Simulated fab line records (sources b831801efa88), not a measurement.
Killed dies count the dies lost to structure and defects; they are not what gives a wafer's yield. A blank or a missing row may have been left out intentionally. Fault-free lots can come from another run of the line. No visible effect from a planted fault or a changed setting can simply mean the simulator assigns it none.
fab line records	flow sfqLine	part 1 of 2: steps 1 to 26 of 35
record lots=5	wafers=15	lastDay=92
route steps=325 shown I0@57 M1@58 I1@73 M2@88
lots with no fault: from the same line, run without faults
startH: start of the lot's first displayed wafer, in hours after the record's first day	waitH: hours elapsed since this lot's preceding step	" the same as in the row above	L1.1+2: one row covering several wafers at once	- no value, or no start given	* or withheld: withheld	< > ~ a bound
route shown NAME@n: a module of which the file shows steps, and the number in the route of the first	usual: mean/standard deviation of fault-free wafers	same: alike in all rows	chamber/n: place in a boat	sites: readings site by site	_std_site: how widely they spread, as a standard deviation	_edge_site: the outer-site mean with the inner-site mean subtracted	radiusMm: for every site, how far away it sits from the centre of the wafer	mask NAME#n: copy n	behind: tool/chamber where the wafer was last shaped	hold: cause of the lot's hold/its duration in hours/its outcome	device: whichever transistor did not switch (one of n, p or np)	end of line: tests run on the same wafers once the route is complete	where a step has no rows: the recipe by itself	killed: count of dies lost to structure and defects at first sort (not the wafer's yield)	map: shows each die of a wafer: x if killed, . if not, _ if none is there
set.NAME: the setting as run; set.NAME@STEP: as run at that earlier step	model.NAME: the simulator's own value behind a step, which no gauge read
lots at selected steps of the route; one table per step, one row per wafer
services: the hour from which a tool's chamber was out of use, counted from the record's first day as startH (under 0 if before that day), plus the number of hours and why
## steps
# step SFQ_TRILAYER_I0_VIA_STRIP_SOLV_CLEAN_036
# recipe chemistry=NMP	tempC=70	timeS=600
# usual bathHeatDutyPct=13.0/1.3
# same timeS=600
lot.wafer	tool	chamber	startH	waitH	bathHeatDutyPct
L074.2	wetBench-04	1	379.64	0.4	12.9
L074.4	"	4	"	"	10.2
L074.5	"	3	"	"	13.9
L078.3	wetBench-03	6	419.49	0.2	12.8
L078.4	"	4	"	"	15.0
L078.6	"	7	"	"	13.5
L087.1	wetBench-01	6	482.26	0.4	12.3
L087.2	"	4	"	"	14.8
L087.5	"	5	"	"	13.9
L090.1	wetBench-04	6	485.86	0.4	12.7
L090.2	"	7	"	"	12.3
L090.6	"	1	"	"	13.7
L096.2	wetBench-01	3	493.06	0.4	12.0
L096.5	"	4	"	"	16.7
L096.6	"	1	"	"	13.3
# step SFQ_TRILAYER_M1_DEP_PRE_CLEAN_038
# recipe gas=Ar	timeS=22.5	biasV=250
# same timeS=22.5
lot.wafer	tool	chamber	startH	waitH
L074.2+4+5	pvdSputter-05	-	379.82	0.0
L078.3+4+6	pvdSputter-03	-	419.67	0.0
L087.1+2+5	pvdSputter-05	-	482.43	0.0
L090.1+2+6	pvdSputter-04	-	486.05	0.0
L096.2+5+6	pvdSputter-04	-	493.23	0.0
# step SFQ_TRILAYER_M1_DEP_SPUTTER_037
# recipe material=Nb	basePressurePa=1.33e-06	chamberPressurePa=0.1333	substrateTempC=20	resputterCathodeVoltageV=400	targetThkNm=200	powerW=2000	timeS=133.3
# usual basePressurePa=1.32e-06/1.1e-07	throttleValvePct=29.8/0.7
# same timeS=133.3
lot.wafer	tool	chamber	startH	waitH	basePressurePa	throttleValvePct
L074.2	pvdSputter-05	-	379.85	0.0	1.46e-06	28.7
L074.4	"	-	"	"	1.13e-06	30.3
L074.5	"	-	"	"	1.37e-06	28.9
L078.3	pvdSputter-03	-	419.70	0.0	1.19e-06	30.7
L078.4	"	-	"	"	1.3e-06	29.8
L078.6	"	-	"	"	1.24e-06	29.3
L087.1	pvdSputter-05	-	482.46	0.0	1.18e-06	28.6
L087.2	"	-	"	"	1.53e-06	29.8
L087.5	"	-	"	"	1.07e-06	28.6
L090.1	pvdSputter-04	-	486.08	0.0	1.2e-06	29.3
L090.2	"	-	"	"	1.47e-06	30.5
L090.6	"	-	"	"	1.33e-06	30.4
L096.2	pvdSputter-04	-	493.26	0.0	1.4e-06	29.5
L096.5	"	-	"	"	1.38e-06	29.3
L096.6	"	-	"	"	1.32e-06	31.4
# step SFQ_M1_RS_MEAS_909
# recipe thkMeasGauge=four-point-probe	reads=Nb_of_TRILAYER_M1_DEP_SPUTTER_037
# usual M1_NB_RS=0.889/0.011
lot.wafer	tool	chamber	startH	waitH	M1_NB_RS[ohm/sq]
L074.2	filmMetro-04	-	379.96	0.1	0.876
L074.4	"	-	"	"	0.879
L074.5	"	-	"	"	0.877
L078.3	filmMetro-03	-	419.83	0.1	0.894
L078.4	"	-	"	"	0.869
L078.6	"	-	"	"	0.885
L087.1	filmMetro-04	-	482.55	0.0	0.886
L087.2	"	-	"	"	0.907
L087.5	"	-	"	"	0.890
L090.1	filmMetro-03	-	486.17	0.0	0.882
L090.2	"	-	"	"	0.908
L090.6	"	-	"	"	0.891
L096.2	filmMetro-01	-	493.37	0.1	0.892
L096.5	"	-	"	"	0.897
L096.6	"	-	"	"	0.896
# step SFQ_TRILAYER_M1_LITHO_COAT_044
# recipe resist=BARC	spinRpm=3000	resistThkNm=62
# usual dispensePressureKPa=50/3.2
lot.wafer	tool	chamber	startH	waitH	dispensePressureKPa
L074.2	lithoTrack-02	0	380.17	0.1	49
L074.4	"	0	"	"	49
L074.5	"	0	"	"	49
L078.3	lithoTrack-04	0	420.07	0.1	46
L078.4	"	0	"	"	46
L078.6	"	0	"	"	46
L087.1	lithoTrack-03	0	482.73	0.1	55
L087.2	"	0	"	"	55
L087.5	"	0	"	"	55
L090.1	lithoTrack-02	0	486.35	0.1	49
L090.2	"	0	"	"	49
L090.6	"	0	"	"	49
L096.2	lithoTrack-02	0	493.58	0.1	49
L096.5	"	0	"	"	49
L096.6	"	0	"	"	49
# step SFQ_TRILAYER_M1_LITHO_COAT_039
# recipe resist=KrF	spinRpm=3000	resistThkNm=600
# usual dispensePressureKPa=50/3.2
lot.wafer	tool	chamber	startH	waitH	dispensePressureKPa
L074.2	lithoTrack-02	0	380.47	0.2	49
L074.4	"	0	"	"	49
L074.5	"	0	"	"	49
L078.3	lithoTrack-04	0	420.37	0.2	46
L078.4	"	0	"	"	46
L078.6	"	0	"	"	46
L087.1	lithoTrack-03	0	483.03	0.2	55
L087.2	"	0	"	"	55
L087.5	"	0	"	"	55
L090.1	lithoTrack-02	0	486.65	0.2	49
L090.2	"	0	"	"	49
L090.6	"	0	"	"	49
L096.2	lithoTrack-02	0	493.88	0.2	49
L096.5	"	0	"	"	49
L096.6	"	0	"	"	49
# step SFQ_TRILAYER_M1_LITHO_SOFTBAKE_043
# recipe tempC=withheld	timeS=withheld	resist=KrF
lot.wafer	tool	chamber	startH	waitH
L074.2+4+5	lithoTrack-02	0	380.74	0.2
L078.3+4+6	lithoTrack-04	0	420.62	0.2
L087.1+2+5	lithoTrack-03	0	483.33	0.2
L090.1+2+6	lithoTrack-02	0	486.95	0.2
L096.2+5+6	lithoTrack-02	0	494.16	0.2
# step SFQ_TRILAYER_M1_LITHO_EXPOSE_040
# recipe maskId=M1	na=0.6	sourceShape=conventional	sigmaOuter=0.65	targetCdNm=500	doseMj=14.4
# usual reticleTempC=23.01/0.099
lot.wafer	tool	chamber	startH	waitH	mask	reticleTempC
L074.2	krfScanner-01	0	525.77	-	M1#0	22.94
L074.4	"	0	"	"	M1#0	23.03
L074.5	"	0	"	"	M1#0	23.18
L078.3	krfScanner-02	0	563.29	-	M1#0	23.05
L078.4	"	0	"	"	M1#0	22.96
L078.6	"	0	"	"	M1#0	22.98
L087.1	krfScanner-02	0	617.91	-	M1#0	23.08
L087.2	"	0	"	"	M1#0	23.08
L087.5	"	0	"	"	M1#0	22.99
L090.1	krfScanner-01	0	627.64	-	M1#0	23.11
L090.2	"	0	"	"	M1#0	23.04
L090.6	"	0	"	"	M1#0	23.02
L096.2	krfScanner-01	0	636.24	-	M1#0	23.00
L096.5	"	0	"	"	M1#0	22.99
L096.6	"	0	"	"	M1#0	23.03
# step SFQ_TRILAYER_M1_LITHO_PEB_042
# recipe pebTempC=115	pebTimeS=60	resist=KrF
# usual plateTempC=115.02/0.14
lot.wafer	tool	chamber	startH	waitH	plateTempC
L074.2	lithoTrack-02	0	526.79	0.8	115.12
L074.4	"	0	"	"	115.01
L074.5	"	0	"	"	115.27
L078.3	lithoTrack-03	0	564.14	0.7	114.99
L078.4	"	0	"	"	115.07
L078.6	"	0	"	"	114.83
L087.1	lithoTrack-04	0	619.11	1.0	114.94
L087.2	"	0	"	"	115.03
L087.5	"	0	"	"	115.15
L090.1	lithoTrack-03	0	628.84	1.0	115.13
L090.2	"	0	"	"	115.10
L090.6	"	0	"	"	115.25
L096.2	lithoTrack-02	0	637.26	0.8	115.16
L096.5	"	0	"	"	115.09
L096.6	"	0	"	"	115.00
# step SFQ_TRILAYER_M1_LITHO_DEVELOP_041
# recipe timeS=60	resist=KrF
# same timeS=60
lot.wafer	tool	chamber	startH	waitH
L074.2+4+5	lithoTrack-02	0	526.94	0.1
L078.3+4+6	lithoTrack-03	0	564.29	0.1
L087.1+2+5	lithoTrack-04	0	619.26	0.1
L090.1+2+6	lithoTrack-03	0	628.99	0.1
L096.2+5+6	lithoTrack-02	0	637.41	0.1
# step SFQ_M1_OVL_MEAS_911
# usual M1_OVL=0/5
lot.wafer	tool	chamber	startH	waitH	M1_OVL[nm]
L074.2	overlay-01	-	527.08	0.1	2
L074.4	"	-	"	"	-3
L074.5	"	-	"	"	2
L078.3	overlay-02	-	564.41	0.1	-1
L078.4	"	-	"	"	-5
L078.6	"	-	"	"	-6
L087.1	overlay-01	-	619.41	0.1	-1
L087.2	"	-	"	"	-7
L087.5	"	-	"	"	0
L090.1	overlay-02	-	629.14	0.1	5
L090.2	"	-	"	"	8
L090.6	"	-	"	"	4
L096.2	overlay-01	-	637.54	0.1	2
L096.5	"	-	"	"	3
L096.6	"	-	"	"	4
# step SFQ_TRILAYER_M1_BARC_OPEN_METAL_ETCH_054
# recipe maskMaterial=PR	chemistry=O2	targetDepthNm=125	target=BARC	icpW=600	biasW=80	pressureMtorr=10	timeS=41.7
# usual drypumpMotorCurrentA=6.1/0.49	oesProductAu=0.685/0.0052
# same timeS=41.7
lot.wafer	tool	chamber	startH	waitH	drypumpMotorCurrentA	oesProductAu	rfHoursCounterH
L074.2	rieMetal-04	0	527.11	0.0	6.4	0.682	82
L074.4	"	0	"	"	6.4	0.684	-
L074.5	"	0	"	"	6.4	0.684	-
L078.3	rieMetal-03	0	564.45	0.0	6.6	0.686	-
L078.4	"	1	"	"	5.7	0.680	-
L078.6	"	1	"	"	5.7	0.695	-
L087.1	rieMetal-02	1	619.45	0.0	5.9	0.689	71
L087.2	"	0	"	"	6.2	0.684	124
L087.5	"	1	"	"	5.9	0.693	-
L090.1	rieMetal-03	0	629.17	0.0	6.6	0.679	97
L090.2	"	0	"	"	6.6	0.686	-
L090.6	"	0	"	"	6.6	0.684	-
L096.2	rieMetal-02	1	637.57	0.0	5.9	0.687	73
L096.5	"	0	"	"	6.3	0.684	-
L096.6	"	1	"	"	5.9	0.682	-
# step SFQ_TRILAYER_M1_ETCH_METAL_ETCH_042
# recipe target=Nb	stopOn=SiO2	maskMaterial=PR	chemistry=Cl2/Ar	targetDepthNm=240	icpW=600	biasW=80	pressureMtorr=10	timeS=120
# usual drypumpMotorCurrentA=6.1/0.49	oesProductAu=0.895/0.0077
# same timeS=120
lot.wafer	tool	chamber	startH	waitH	drypumpMotorCurrentA	oesProductAu	rfHoursCounterH
L074.2	rieMetal-04	0	527.16	0.0	6.4	0.901	82
L074.4	"	0	"	"	6.4	0.902	-
L074.5	"	0	"	"	6.4	0.897	-
L078.3	rieMetal-03	0	564.53	0.1	6.6	0.883	-
L078.4	"	1	"	"	5.8	0.905	-
L078.6	"	1	"	"	5.7	0.898	-
L087.1	rieMetal-02	1	619.51	0.0	5.9	0.903	71
L087.2	"	0	"	"	6.2	0.883	125
L087.5	"	1	"	"	5.9	0.897	-
L090.1	rieMetal-03	0	629.29	0.1	6.6	0.908	97
L090.2	"	0	"	"	6.6	0.882	-
L090.6	"	0	"	"	6.6	0.891	-
L096.2	rieMetal-02	1	637.63	0.0	5.9	0.890	73
L096.5	"	0	"	"	6.3	0.883	-
L096.6	"	1	"	"	5.9	0.896	-
# step SFQ_TRILAYER_M1_STRIP_STRIP_043
# recipe gas=O2	powerW=200	platenTempC=40	overashFraction=0.65	chemistry=O2	pressureMtorr=50
# usual drypumpMotorCurrentA=6.1/0.49	oesProductAu=1.000/0.008
lot.wafer	tool	chamber	startH	waitH	drypumpMotorCurrentA	oesProductAu	rfHoursCounterH
L074.2	rieMetal-04	0	527.29	0.1	6.4	1.011	82
L074.4	"	0	"	"	6.4	0.995	-
L074.5	"	0	"	"	6.4	1.003	-
L078.3	rieMetal-03	0	564.81	0.2	6.6	0.984	-
L078.4	"	1	"	"	5.7	0.991	-
L078.6	"	1	"	"	5.7	0.980	-
L087.1	rieMetal-02	1	619.63	0.1	5.9	1.005	71
L087.2	"	0	"	"	6.2	1.001	125
L087.5	"	1	"	"	5.9	1.006	-
L090.1	rieMetal-03	0	629.54	0.2	6.6	0.994	97
L090.2	"	0	"	"	6.6	0.994	-
L090.6	"	0	"	"	6.6	0.992	-
L096.2	rieMetal-02	1	637.76	0.1	5.9	1.003	73
L096.5	"	0	"	"	6.3	0.995	-
L096.6	"	1	"	"	5.9	1.006	-
# step SFQ_TRILAYER_M1_STRIP_SOLV_CLEAN_044
# recipe chemistry=NMP	tempC=70	timeS=600
# usual bathHeatDutyPct=13.2/1.4
# same timeS=600
lot.wafer	tool	chamber	startH	waitH	bathHeatDutyPct
L074.2	wetBench-04	6	527.89	0.4	11.8
L074.4	"	5	"	"	13.2
L074.5	"	7	"	"	12.2
L078.3	wetBench-02	6	565.21	0.2	12.2
L078.4	"	0	"	"	16.0
L078.6	"	7	"	"	12.9
L087.1	wetBench-01	6	620.23	0.4	11.1
L087.2	"	0	"	"	15.0
L087.5	"	5	"	"	13.0
L090.1	wetBench-01	6	630.74	1.0	12.4
L090.2	"	3	"	"	12.5
L090.6	"	5	"	"	14.4
L096.2	wetBench-04	4	638.36	0.4	10.9
L096.5	"	7	"	"	12.9
L096.6	"	3	"	"	13.5
# step SFQ_TRILAYER_I1_DEP_PECVD_045
# recipe material=SiO2	tempC=150	timeS=111.11	pressureTorr=2.4	rfW=183.3	precursor=SiH4/N2O	targetThkNm=500
# usual heaterPowerW=76/14	throttleValvePct=25.0/1.7
# same timeS=111.11
lot.wafer	tool	chamber	startH	waitH	heaterPowerW	throttleValvePct
L074.2	pecvd-04	0	528.06	0.0	52	26.6
L074.4	"	1	"	"	66	26.1
L074.5	"	2	"	"	91	24.5
L078.3	pecvd-02	2	565.39	0.0	77	26.9
L078.4	"	0	"	"	63	26.2
L078.6	"	2	"	"	80	27.2
L087.1	pecvd-04	1	620.41	0.0	64	23.8
L087.2	"	0	"	"	70	22.1
L087.5	"	2	"	"	84	22.4
L090.1	pecvd-04	0	630.92	0.0	62	22.3
L090.2	"	1	"	"	63	24.0
L090.6	"	1	"	"	65	23.8
L096.2	pecvd-04	1	638.53	0.0	68	23.8
L096.5	"	2	"	"	78	22.4
L096.6	"	1	"	"	69	23.9
# step SFQ_TRILAYER_I1_CMP_CMP_046
# recipe material=SiO2	downForcePsi=3	platenRpm=60	padVelocityMS=0.94248
# usual motorCurrentA=10.4/1.4	slurryFlowMlMin=150.0/0.44	timeToEndpointS=215/7.7
lot.wafer	tool	chamber	startH	waitH	motorCurrentA	slurryFlowMlMin	timeToEndpointS
L074.4	cmp-02	3	532.84	4.7	10.5	149.7	207
L074.2	"	0	"	"	9.1	150.7	207
L074.5	"	2	534.34	6.2	10.2	149.2	215
L078.3	cmp-02	3	566.07	0.6	10.5	149.5	207
L078.4	"	2	567.57	2.1	9.9	149.1	228
L078.6	"	0	568.57	3.1	8.9	150.4	228
L087.2	cmp-01	0	624.59	4.1	9.9	150.5	209
L087.1	"	2	625.59	5.1	9.6	149.9	213
L087.5	"	0	626.59	6.1	10.1	150.6	210
L090.1	cmp-01	0	633.09	2.1	10.4	150.2	202
L090.2	"	2	634.09	3.1	9.8	150.5	209
L090.6	"	0	635.09	4.1	10.2	149.5	206
L096.2	cmp-01	3	642.09	3.5	9.8	150.1	197
L096.5	"	3	644.09	5.5	9.6	149.9	208
L096.6	"	0	"	"	9.7	150.3	213
# step SFQ_I1_BOW_MEAS_912
# recipe mode=bow
# usual I1_BOW=2/7.4
lot.wafer	tool	chamber	startH	waitH	I1_BOW[um]
L074.2	filmMetro-01	-	535.36	1.5	1
L074.4	"	-	"	"	-10
L074.5	"	-	"	"	4
L078.3	filmMetro-01	-	569.11	2.5	10
L078.4	"	-	"	"	-13
L078.6	"	-	"	"	-8
L087.1	filmMetro-01	-	627.09	1.0	-13
L087.2	"	-	"	"	-1
L087.5	"	-	"	"	-7
L090.1	filmMetro-02	-	636.09	2.5	-6
L090.2	"	-	"	"	-6
L090.6	"	-	"	"	5
L096.2	filmMetro-02	-	645.11	2.5	18
L096.5	"	-	"	"	5
L096.6	"	-	"	"	-14
# step SFQ_TRILAYER_I1_METRO_MEASURE_047
# usual thkNm=199.8/1.1
lot.wafer	tool	chamber	startH	waitH	thkNm
L074.2	filmMetro-01	-	535.66	0.3	199.8
L074.4	"	-	"	"	198.6
L074.5	"	-	"	"	199.0
L078.3	filmMetro-01	-	569.59	0.5	200.3
L078.4	"	-	"	"	200.6
L078.6	"	-	"	"	200.8
L087.1	filmMetro-01	-	627.21	0.1	200.4
L087.2	"	-	"	"	199.4
L087.5	"	-	"	"	198.0
L090.1	filmMetro-02	-	636.21	0.1	200.2
L090.2	"	-	"	"	199.2
L090.6	"	-	"	"	199.2
L096.2	filmMetro-02	-	645.41	0.3	198.7
L096.5	"	-	"	"	198.7
L096.6	"	-	"	"	199.3
# step SFQ_TRILAYER_I1_VIA_LITHO_COAT_054
# recipe resist=BARC	spinRpm=3000	resistThkNm=62
# usual dispensePressureKPa=49/3.2
lot.wafer	tool	chamber	startH	waitH	dispensePressureKPa
L074.2	lithoTrack-04	0	536.71	0.8	46
L074.4	"	0	"	"	46
L074.5	"	0	"	"	46
L078.3	lithoTrack-01	0	570.49	0.7	54
L078.4	"	0	"	"	54
L078.6	"	0	"	"	54
L087.1	lithoTrack-04	0	628.41	1.0	46
L087.2	"	0	"	"	46
L087.5	"	0	"	"	46
L090.1	lithoTrack-04	0	637.41	1.0	46
L090.2	"	0	"	"	46
L090.6	"	0	"	"	46
L096.2	lithoTrack-02	0	646.46	0.8	49
L096.5	"	0	"	"	49
L096.6	"	0	"	"	49
# step SFQ_TRILAYER_I1_VIA_LITHO_COAT_049
# recipe resist=KrF	spinRpm=3000	resistThkNm=650
# usual dispensePressureKPa=49/3.2
lot.wafer	tool	chamber	startH	waitH	dispensePressureKPa
L074.2	lithoTrack-04	0	537.01	0.2	46
L074.4	"	0	"	"	46
L074.5	"	0	"	"	46
L078.3	lithoTrack-01	0	570.79	0.2	54
L078.4	"	0	"	"	54
L078.6	"	0	"	"	54
L087.1	lithoTrack-04	0	628.71	0.2	46
L087.2	"	0	"	"	46
L087.5	"	0	"	"	46
L090.1	lithoTrack-04	0	637.71	0.2	46
L090.2	"	0	"	"	46
L090.6	"	0	"	"	46
L096.2	lithoTrack-02	0	646.76	0.2	49
L096.5	"	0	"	"	49
L096.6	"	0	"	"	49
# step SFQ_TRILAYER_I1_VIA_LITHO_SOFTBAKE_053
# recipe tempC=withheld	timeS=withheld	resist=KrF
lot.wafer	tool	chamber	startH	waitH
L074.2+4+5	lithoTrack-04	0	537.29	0.2
L078.3+4+6	lithoTrack-01	0	571.04	0.2
L087.1+2+5	lithoTrack-04	0	629.01	0.2
L090.1+2+6	lithoTrack-04	0	638.01	0.2
L096.2+5+6	lithoTrack-02	0	647.03	0.2
# step SFQ_TRILAYER_I1_VIA_LITHO_EXPOSE_050
# recipe maskId=I1	na=0.6	sourceShape=conventional	sigmaOuter=0.65	targetCdNm=500	doseMj=21.3
# usual reticleTempC=23.00/0.11
lot.wafer	tool	chamber	startH	waitH	mask	reticleTempC
L074.2	krfScanner-01	0	694.09	-	I1#0	22.99
L074.4	"	0	"	"	I1#0	23.17
L074.5	"	0	"	"	I1#0	22.81
L078.3	krfScanner-01	0	723.09	-	I1#0	23.10
L078.4	"	0	"	"	I1#0	22.94
L078.6	"	0	"	"	I1#0	23.15
L087.1	krfScanner-02	0	785.69	-	I1#0	22.95
L087.2	"	0	"	"	I1#0	22.96
L087.5	"	0	"	"	I1#0	23.02
L090.1	krfScanner-02	0	791.69	-	I1#0	22.97
L090.2	"	0	"	"	I1#0	23.07
L090.6	"	0	"	"	I1#0	23.03
L096.2	krfScanner-02	0	801.49	-	I1#0	22.97
L096.5	"	0	"	"	I1#0	22.94
L096.6	"	0	"	"	I1#0	22.96
# step SFQ_TRILAYER_I1_VIA_LITHO_PEB_052
# recipe pebTempC=115	pebTimeS=60	resist=KrF
# usual plateTempC=115.00/0.14
lot.wafer	tool	chamber	startH	waitH	plateTempC
L074.2	lithoTrack-02	0	695.11	0.8	115.20
L074.4	"	0	"	"	114.95
L074.5	"	0	"	"	114.99
L078.3	lithoTrack-02	0	723.94	0.7	115.01
L078.4	"	0	"	"	115.09
L078.6	"	0	"	"	114.93
L087.1	lithoTrack-04	0	786.89	1.0	115.03
L087.2	"	0	"	"	115.22
L087.5	"	0	"	"	115.04
L090.1	lithoTrack-02	0	792.89	1.0	114.90
L090.2	"	0	"	"	115.05
L090.6	"	0	"	"	114.79
L096.2	lithoTrack-01	0	802.51	0.8	115.08
L096.5	"	0	"	"	115.03
L096.6	"	0	"	"	114.97
# step SFQ_TRILAYER_I1_VIA_LITHO_DEVELOP_051
# recipe timeS=60	resist=KrF
# same timeS=60
lot.wafer	tool	chamber	startH	waitH
L074.2+4+5	lithoTrack-02	0	695.26	0.1
L078.3+4+6	lithoTrack-02	0	724.09	0.1
L087.1+2+5	lithoTrack-04	0	787.04	0.1
L090.1+2+6	lithoTrack-02	0	793.04	0.1
L096.2+5+6	lithoTrack-01	0	802.66	0.1
# step SFQ_I1_OVL_MEAS_913
# usual I1_OVL=-2/6.3
lot.wafer	tool	chamber	startH	waitH	I1_OVL[nm]
L074.2	overlay-01	-	695.39	0.1	1
L074.4	"	-	"	"	1
L074.5	"	-	"	"	6
L078.3	overlay-02	-	724.20	0.1	-9
L078.4	"	-	"	"	1
L078.6	"	-	"	"	3
L087.1	overlay-02	-	787.19	0.1	-7
L087.2	"	-	"	"	-8
L087.5	"	-	"	"	-10
L090.1	overlay-02	-	793.19	0.1	0
L090.2	"	-	"	"	3
L090.6	"	-	"	"	3
L096.2	overlay-01	-	802.79	0.1	0
L096.5	"	-	"	"	1
L096.6	"	-	"	"	3
